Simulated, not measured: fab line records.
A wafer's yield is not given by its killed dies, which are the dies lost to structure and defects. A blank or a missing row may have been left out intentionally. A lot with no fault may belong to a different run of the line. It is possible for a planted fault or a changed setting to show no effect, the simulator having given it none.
Which of the tools did it? ; flow sky130 ; Sampling: 13 lots, 39 wafers, 5 of 708 route steps

WHAT EACH GAUGE READ, for each wafer
SKY_FIELD_ISO_CD_MEAS_13: target cd 150 nm.
lot;measured;on;cdNm (nm)
L781;day 2 16:50;cdSem-02;147.9 148.6 148.0
L782;day 2 19:50;cdSem-02;150.3 150.1 149.2
L784;day 3 06:20;cdSem-01;135.6 134.8 135.1
L790;day 4 14:20;cdSem-01;151.2 150.5 150.2
L793;day 5 07:17;cdSem-01;150.6 149.6 150.1
L795;day 5 19:04;cdSem-01;151.4 152.5 150.4
L796;day 6 00:10;cdSem-01;150.5 151.5 150.2
L797;day 6 02:26;cdSem-01;150.7 150.4 150.8
L798;day 6 07:41;cdSem-01;147.9 148.9 148.7
L799;day 6 13:02;cdSem-01;150.7 150.8 152.0
L800;day 6 20:10;cdSem-02;149.1 146.1 148.0
L801;day 6 22:34;cdSem-01;150.3 150.7 151.0
L802;day 7 06:41;cdSem-02;149.1 149.2 149.5

SKY_PWDE_TW_MEAS_10.
lot;measured;on;PWDE_TW
L781;day 4 11:34;filmMetro-03;382.5 377.3 380.9
L782;day 4 12:16;filmMetro-03;381.6 383.9 383.3
L784;day 4 23:38;filmMetro-02;375.5 373.7 372.4
L790;day 6 15:16;filmMetro-03;377.7 378.6 378.9
L793;day 7 05:05;filmMetro-04;374.3 375.8 378.5
L795;day 7 17:20;filmMetro-02;374.1 375.5 372.8
L796;day 7 22:14;filmMetro-04;375.2 376.9 376.2
L797;day 8 03:25;filmMetro-02;377.9 378.8 379.0
L798;day 8 07:18;filmMetro-03;375.9 376.9 378.1
L799;day 8 13:47;filmMetro-04;377.8 378.8 378.9
L800;day 8 18:53;filmMetro-03;376.8 376.5 377.5
L801;day 9 00:20;filmMetro-02;372.2 375.0 372.0
L802;day 9 09:29;filmMetro-02;376.5 374.3 374.8

SKY_VT_ADJUST_HVTP_CD_MEAS_07: target cd 380 nm.
lot;measured;on;cdNm (nm)
L781;day 6 18:50;cdSem-02;376.0 378.1 375.7
L782;day 6 19:47;cdSem-01;387.5 387.8 386.5
L784;day 7 08:38;cdSem-01;376.8 377.8 376.6
L790;day 9 06:32;cdSem-01;374.9 374.9 375.8
L793;day 9 19:50;cdSem-02;381.7 379.7 382.4
L795;day 10 11:52;cdSem-02;375.6 383.0 381.2
L796;day 10 16:42;cdSem-02;379.9 380.7 383.4
L797;day 10 22:32;cdSem-02;375.5 376.7 376.2
L798;day 11 01:53;cdSem-02;380.0 379.6 379.4
L799;day 11 09:35;cdSem-01;380.1 378.9 378.5
L800;day 11 13:30;cdSem-02;378.0 377.3 378.0
L801;day 11 19:28;cdSem-02;377.1 374.6 376.6
L802;day 12 11:17;cdSem-02;380.9 382.2 380.4

EACH LOT AND THE TOOL THAT RAN IT (in order: tool; ch and the chambers of the sampled wafers; start)
lot;SKY_FIELD_ISO_EXPOSE_10;SKY_FIELD_ISO_ETCH_17
L781;krfScanner-02 ch 0, day 2 09:11;rieSi-02 ch 0,1,3, day 2 17:09
L782;krfScanner-02 ch 0, day 2 12:35;rieSi-01 ch 0,2,3, day 2 20:09
L784;krfScanner-01 ch 0, day 2 22:19;rieSi-02 ch 1,3, day 3 06:40
L790;krfScanner-01 ch 0, day 4 05:32;rieSi-01 ch 0,1,3, day 4 14:40
L793;krfScanner-02 ch 0, day 4 22:47;rieSi-01 ch 1,2,3, day 5 07:36
L795;krfScanner-02 ch 0, day 5 10:10;rieSi-02 ch 0,1,3, day 5 19:22
L796;krfScanner-01 ch 0, day 5 15:32;rieSi-02 ch 1,2,3, day 6 00:28
L797;krfScanner-01 ch 0, day 5 17:47;rieSi-01 ch 1,2, day 6 02:45
L798;krfScanner-01 ch 0, day 5 22:28;rieSi-02 ch 1,3, day 6 07:57
L799;krfScanner-02 ch 0, day 6 03:22;rieSi-02 ch 0,2,3, day 6 13:21
L800;krfScanner-02 ch 0, day 6 10:37;rieSi-02 ch 0,2, day 6 20:28
L801;krfScanner-01 ch 0, day 6 13:53;rieSi-01 ch 0,1,3, day 6 22:52
L802;krfScanner-02 ch 0, day 6 20:34;rieSi-01 ch 0,2,3, day 7 07:00
- SKY_FIELD_ISO_EXPOSE_10: exposes mask FOM, target cd 150 nm.
- SKY_FIELD_ISO_ETCH_17: etches Si in HBr/Cl2/O2, target depth 342 nm, time 97.7 s.

WHAT THE TOOLS THEMSELVES READ (means of the sampled wafers that have a number; where no wafer has one, the mark that the record gives instead)
SKY_FIELD_ISO_ETCH_17.
lot;tool;drypumpMotorCurrentA (A);oesProductAu (a.u.);throttleValvePct (%)
L781;rieSi-02;5.8;0.997;25.656
L782;rieSi-01;5.4;0.988;25.663
L784;rieSi-02;5.8;0.995;25.651
L790;rieSi-01;5.6;0.997;25.662
L793;rieSi-01;5.9;1.000;25.664
L795;rieSi-02;5.8;1.004;25.661
L796;rieSi-02;5.6;1.001;25.652
L797;rieSi-01;5.9;1.007;25.656
L798;rieSi-02;5.8;1.005;25.659
L799;rieSi-02;5.6;1.013;25.650
L800;rieSi-02;5.6;1.005;25.653
L801;rieSi-01;5.7;0.991;25.663
L802;rieSi-01;5.4;1.005;25.652

THE ANSWER, worked out from the rows above alone
Rule: the usual values come from the lots themselves. The widest of any qualifying gaps counts: lots, ordered by their means at a reading, are off when they make up no more than a third of the lots, leave a main group of 4 or more, and stand apart from it by 3 or more times the standard deviation of that group's means. The tables above print the reading to a certain number of digits; a main group whose means all agree to those digits is not used. Also off: a lot with no number at a reading for which 4 or more lots have one. Any other lot the step has rows for is counted as sound. First the gauges in route order, then the tools' own readings, where a lot's mean is used as printed above. At the first step where some lot is off, the reading lying furthest off is the one used; lots without a number count as furthest.
Off: L784 (SKY_FIELD_ISO_CD_MEAS_13, cdNm). For the main group the mean is 149.9 nm and the standard deviation 1.2.
A tool fits if, at a process step before that reading, it ran every lot that is off, and no sound lot after the first of them. Those tools and the gauges at SKY_FIELD_ISO_CD_MEAS_13 are tried in the same way. No candidate that was tried fits.

WHAT THE SIMULATOR HAD INSERTED
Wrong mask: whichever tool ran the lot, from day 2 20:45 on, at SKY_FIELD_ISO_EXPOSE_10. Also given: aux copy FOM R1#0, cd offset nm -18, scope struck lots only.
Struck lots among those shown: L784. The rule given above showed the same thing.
